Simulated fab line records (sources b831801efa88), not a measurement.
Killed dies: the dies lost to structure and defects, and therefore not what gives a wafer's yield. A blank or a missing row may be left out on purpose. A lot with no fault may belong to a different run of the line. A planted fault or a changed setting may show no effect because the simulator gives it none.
Split-lot study || flow sfq line || 15 wafers read across 5 lots, on a route 325 steps long

== ON THE SPLIT ==
At SFQ_TRILAYER_L0_VIA_LITHO_COAT_018 (resist thk 62 nm), the setting spin rpm was moved away from the recipe's 3000 rpm on 4 of the 15 wafers read, by -3.1%. For the rest of the wafers, this setting stayed at what the recipe calls for.

== FROM THE SPLIT TO THE READING: what the file shows between them, 2 steps ==
- SFQ_TRILAYER_L0_VIA_LITHO_PEB_016: peb time 60 s (also split here: peb time s)
- SFQ_TRILAYER_L0_VIA_LITHO_DEVELOP_015: time 60 s

== THE READING ==
etch.depth nm (the simulator's own value, which no gauge read), in nm, at SFQ_TRILAYER_L0_VIA_BARC_OPEN_VIA_ETCH_021 (etches BARC in O2, target depth 125 nm, time 41.7 s). The file gives no usual value for it. Here, 11 wafers ran the recipe; their average is 61.97 nm with a standard deviation of 0.12 nm.

{"wafer": "L076.1", "tool, chamber at the split": "litho track-03, 0", "spin rpm as run, rpm": 2907, "against the recipe": "-3.1%", "etch.depth nm, nm": 63.07, "against lot-mates on the recipe": "+0.96"}
{"wafer": "L076.2", "tool, chamber at the split": "litho track-03, 0", "spin rpm as run, rpm": 3000, "against the recipe": "recipe", "etch.depth nm, nm": 62.09, "against lot-mates on the recipe": "-"}
{"wafer": "L076.3", "tool, chamber at the split": "litho track-03, 0", "spin rpm as run, rpm": 2907, "against the recipe": "-3.1%", "etch.depth nm, nm": 62.94, "against lot-mates on the recipe": "+0.83"}
{"wafer": "L076.5", "tool, chamber at the split": "litho track-03, 0", "spin rpm as run, rpm": 2907, "against the recipe": "-3.1%", "etch.depth nm, nm": 63.04, "against lot-mates on the recipe": "+0.93"}
{"wafer": "L076.6", "tool, chamber at the split": "litho track-03, 0", "spin rpm as run, rpm": 3000, "against the recipe": "recipe", "etch.depth nm, nm": 62.13, "against lot-mates on the recipe": "-"}
{"wafer": "L081.2", "tool, chamber at the split": "litho track-04, 0", "spin rpm as run, rpm": 3000, "against the recipe": "recipe", "etch.depth nm, nm": 62.08, "against lot-mates on the recipe": "-"}
{"wafer": "L081.3", "tool, chamber at the split": "litho track-04, 0", "spin rpm as run, rpm": 3000, "against the recipe": "recipe", "etch.depth nm, nm": 62, "against lot-mates on the recipe": "-"}
{"wafer": "L081.6", "tool, chamber at the split": "litho track-04, 0", "spin rpm as run, rpm": 3000, "against the recipe": "recipe", "etch.depth nm, nm": 61.88, "against lot-mates on the recipe": "-"}
{"wafer": "L082.2", "tool, chamber at the split": "litho track-04, 0", "spin rpm as run, rpm": 3000, "against the recipe": "recipe", "etch.depth nm, nm": 61.76, "against lot-mates on the recipe": "-"}
{"wafer": "L082.3", "tool, chamber at the split": "litho track-04, 0", "spin rpm as run, rpm": 3000, "against the recipe": "recipe", "etch.depth nm, nm": 62.01, "against lot-mates on the recipe": "-"}
{"wafer": "L083.1", "tool, chamber at the split": "litho track-01, 0", "spin rpm as run, rpm": 3000, "against the recipe": "recipe", "etch.depth nm, nm": 62.08, "against lot-mates on the recipe": "-"}
{"wafer": "L083.3", "tool, chamber at the split": "litho track-01, 0", "spin rpm as run, rpm": 3000, "against the recipe": "recipe", "etch.depth nm, nm": 61.99, "against lot-mates on the recipe": "-"}
{"wafer": "L084.2", "tool, chamber at the split": "litho track-03, 0", "spin rpm as run, rpm": 3000, "against the recipe": "recipe", "etch.depth nm, nm": 61.91, "against lot-mates on the recipe": "-"}
{"wafer": "L084.3", "tool, chamber at the split": "litho track-03, 0", "spin rpm as run, rpm": 3000, "against the recipe": "recipe", "etch.depth nm, nm": 61.79, "against lot-mates on the recipe": "-"}
{"wafer": "L084.6", "tool, chamber at the split": "litho track-03, 0", "spin rpm as run, rpm": 2907, "against the recipe": "-3.1%", "etch.depth nm, nm": 62.87, "against lot-mates on the recipe": "+1.02"}

FIT RESULTS
A straight line over all 15 wafers: etch.depth nm changes by -0.324 nm for each +1% of spin rpm; r = -0.97; the points scatter about the line by 0.12 nm.
The same after taking each lot's own level away (the mean of its wafers on the recipe; 15 wafers): -0.302 nm for each +1%; r = -0.98; scatter 0.08 nm.
Per that fit: largest spin rpm move, reading shift of 0.93 nm.
The lots' own levels span 61.850 to 62.110 nm, that is 2.2 times the standard deviation above.
Hence the lot-to-lot level has little effect on the slope; both slopes agree.
Check: for one of the wafers moved furthest among these (-3.1%), held out of the fit, the line's prediction against its lot-mates is +0.927 nm. Against them it came out at +0.96 nm.

== THESE WAFERS: OTHER SPLITS ==
Before the reading, these wafers also passed through other splits. Each is held against what the fit with the lots' levels taken away leaves over:
{"other split on the same wafers": "SFQ_TRILAYER_L0_LITHO_COAT_005 resist thk nm", "wafers away from the commonest value": 3, "r with etch.depth nm (lot level and that fit taken away)": -0.08}
{"other split on the same wafers": "SFQ_TRILAYER_L0_VIA_LITHO_PEB_016 peb time s", "wafers away from the commonest value": 7, "r with etch.depth nm (lot level and that fit taken away)": -0.51}

== THE FILE'S OWN FIT ==
etch.depth nm changes by -0.305 nm for each +1% of spin rpm, r = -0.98.
